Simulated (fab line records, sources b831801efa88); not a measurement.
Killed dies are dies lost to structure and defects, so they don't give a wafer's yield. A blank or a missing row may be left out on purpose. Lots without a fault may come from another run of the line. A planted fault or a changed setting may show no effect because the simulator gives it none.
A struck lot beside a sound one | flow sky130 | 16 steps out of a route of 708
Sound: wafers L418.1, L418.5, L418.6. Struck: wafers L421.1, L421.3, L421.5. The cause comes at the end.
At each step with rows: each side's tool, then ch and its chambers, then its first start. Under that, the readings that differ: sound wafers | struck wafers | difference of the means | sigmas: that difference in standard deviations of wafers without a fault.
alike: readings whose means differ by less than 2 such deviations, and words and numbers that are the same on both sides. not compared: withheld readings, readings that some wafer has no value for, bounds like >300 that may hide the same value, and numbers for which the record gives no deviation and whose values overlap.
The two part at a step that has a row with sigmas, a row that says differs or no value, or rows on one side only. Numbers that don't overlap but have no deviation are shown without sigmas and don't part them. A reading that every wafer of one side lacks parts them only if that side has two wafers or more.

first, 5 steps without rows for these wafers: SKY_POLY_GATE_COAT_08 (resist thk 450 nm); SKY_POLY_GATE_SOFTBAKE_09 (time 90 s); SKY_POLY_GATE_EXPOSE_10 (exposes mask P1M, target cd 150 nm); SKY_POLY_GATE_PEB_11; SKY_POLY_GATE_DEVELOP_12 (develop time 60 s).
SKY_POLY_GATE_CD_MEAS_13: target cd 150 nm.
  sound on cd_sem-02, day 20 04:38; struck on cd_sem-01, day 21 10:40
  alike: cd_nm
SKY_POLY_GATE_OVL_MEAS_14:
  sound on overlay-02, day 20 04:46; struck on overlay-02, day 21 10:47
  alike: POLY_GATE_OVL
SKY_POLY_GATE_ETCH_15: etches BARC in N2/H2, stops on SiO2, time 118.5 s, target depth 110 nm.
  sound on rie_diel-02 ch 0,1,2, day 20 04:48; struck on rie_diel-02 ch 1,2,3, day 21 10:50
  alike: drypump_motor_current_A, oes_product_au, throttle_valve_pct
  not compared: rf_hours_counter_h
SKY_POLY_GATE_ETCH_16: etches Si3N4 in CH3F/O2, stops on poly-Si, time 147.5 s, target depth 75 nm.
  sound on rie_diel-02 ch 0,1,2, day 20 04:53; struck on rie_diel-02 ch 1,2,3, day 21 10:55
  alike: O2_flow_sccm, drypump_motor_current_A, oes_product_au, throttle_valve_pct
  not compared: rf_hours_counter_h
SKY_POLY_GATE_ETCH_17: etches poly-Si in HBr/Cl2, stops on SiO2, target depth 180 nm, time 70.5 s.
  sound on rie_si-02 ch 0,1,3, day 20 04:59; struck on rie_si-02 ch 2,3, day 21 11:01
  alike: drypump_motor_current_A, oes_product_au, throttle_valve_pct
  not compared: rf_hours_counter_h
SKY_POLY_GATE_STRIP_18: strips in O2/N2.
  sound on plasma_asher-03 ch 0,1, day 20 05:02; struck on plasma_asher-04 ch 0,1, day 21 11:04
  alike: drypump_motor_current_A, oes_product_au, strip_time_to_endpoint_s
  not compared: rf_hours_counter_h
then, 1 step without rows for these wafers: SKY_POLY_GATE_CLEAN_19 (cleans in SC1/SC2, time 150 s).
SKY_POLY_GATE_OXIDATION_20: stabilise 600 s, purge 300 s, target thk 4 nm.
  sound on furnace-01 ch 0, day 20 06:28; struck on furnace-01 ch 0, day 21 11:34
  reading                                          | sound             | struck            | difference | sigmas
  spike_tc_bottom_C (C)                            | 873.8 873.9 873.5 | 902.7 903.9 901.8 | +29.1      | +26
  spike_tc_centre_C (C)                            | 850.4 851.1 850.9 | 880.2 881.7 882.2 | +30.6      | +33
  spike_tc_lower_C (C)                             | 851.8 851.5 854.1 | 883.1 883.9 883.6 | +31.1      | +32
  spike_tc_top_C (C)                               | 861.6 863.6 862.4 | 892.6 890.9 890.5 | +28.8      | +21
  spike_tc_upper_C (C)                             | 850.0 849.2 848.2 | 882.0 880.2 880.8 | +31.9      | +32
  zone_power_centre_pct (%)                        | 16.5 16.8 16.8    | 18.3 17.8 18.0    | +1.3       | +3
  zone_power_top_pct (%)                           | 29.3 29.0 29.4    | 30.2 30.5 31.1    | +1.4       | +2
  model.SiO2_of_POLY_GATE_OXIDATION_20.thk_nm (nm) | 4.029 4.018 4.063 | 5.861 5.881 5.904 | +1.845     |
SKY_POLY_GATE_THK_MEAS_21:
  sound on film_metro-01, day 20 07:43; struck on film_metro-01, day 21 12:49
  reading                      | sound          | struck         | difference | sigmas
  POLY_GATE_OXIDATION_THK (nm) | 4.02 3.99 4.04 | 5.90 5.88 5.86 | +1.86      | +27
SKY_POLY_GATE_CD_MEAS_22:
  sound on cd_sem-02, day 20 07:47; struck on cd_sem-02, day 21 12:53
  alike: cd_nm
-- the record jumps here: 27 days lie between the struck wafers' starts before and after (it left off in module POLY_GATE and takes up again in module PAD_OPEN, whose first step shown is number 708 of the route) --
SKY_PAD_OPEN_PROBE_99:
  sound on prober-02, day 48 02:03; struck on prober-01, day 48 18:11
  reading                           | sound             | struck            | difference | sigmas
  model.etest.tip_sonos.rs_ohm_sq   | 2691 2712 2656    | 3022 2994 2981    | +313       |
  model.etest.tip_p.rs_ohm_sq       | 6742 6764 6694    | 7122 7181 7126    | +410       |
  model.etest.pfet_01v8.r_on_ohm_um | 2906 2891 2903    | 3053 2963 2998    | +105       |
  model.etest.res_pdiff.line_ohm_um | 1360 1362 1381    | 1460 1440 1444    | +80        |
  model.etest.tip_n.rs_ohm_sq       | 442.6 442.6 443.3 | 478.5 475.1 481.5 | +35.5      |
  model.etest.res_ndiff.line_ohm_um | 744.2 767.3 754.2 | 778.9 793.8 794.8 | +33.9      |
  model.etest.res_pdiff.rs_ohm_sq   | 198.4 198.7 198.2 | 203.5 205.3 205.7 | +6.4       |
  model.etest.pfet_01v8.drive_ua_um | 191.2 193.2 192.9 | 181 188.3 184.2   | -8         |
  alike: killed_at_M0_to_M3, killed_at_M4_up, killed_at_contacts, killed_at_front_end, killed_at_other, killed_dies, killed_open, killed_short

WHERE THEY PART
First at SKY_POLY_GATE_OXIDATION_20; last, within this record, at SKY_POLY_GATE_THK_MEAS_21. Later steps at which nothing parts them and some readings are alike: SKY_POLY_GATE_CD_MEAS_22, SKY_PAD_OPEN_PROBE_99.

WHY: what the simulator had put in
Process parameter drift: furnace-01, from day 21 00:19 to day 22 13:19, at SKY_POLY_GATE_OXIDATION_20. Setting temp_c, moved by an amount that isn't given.
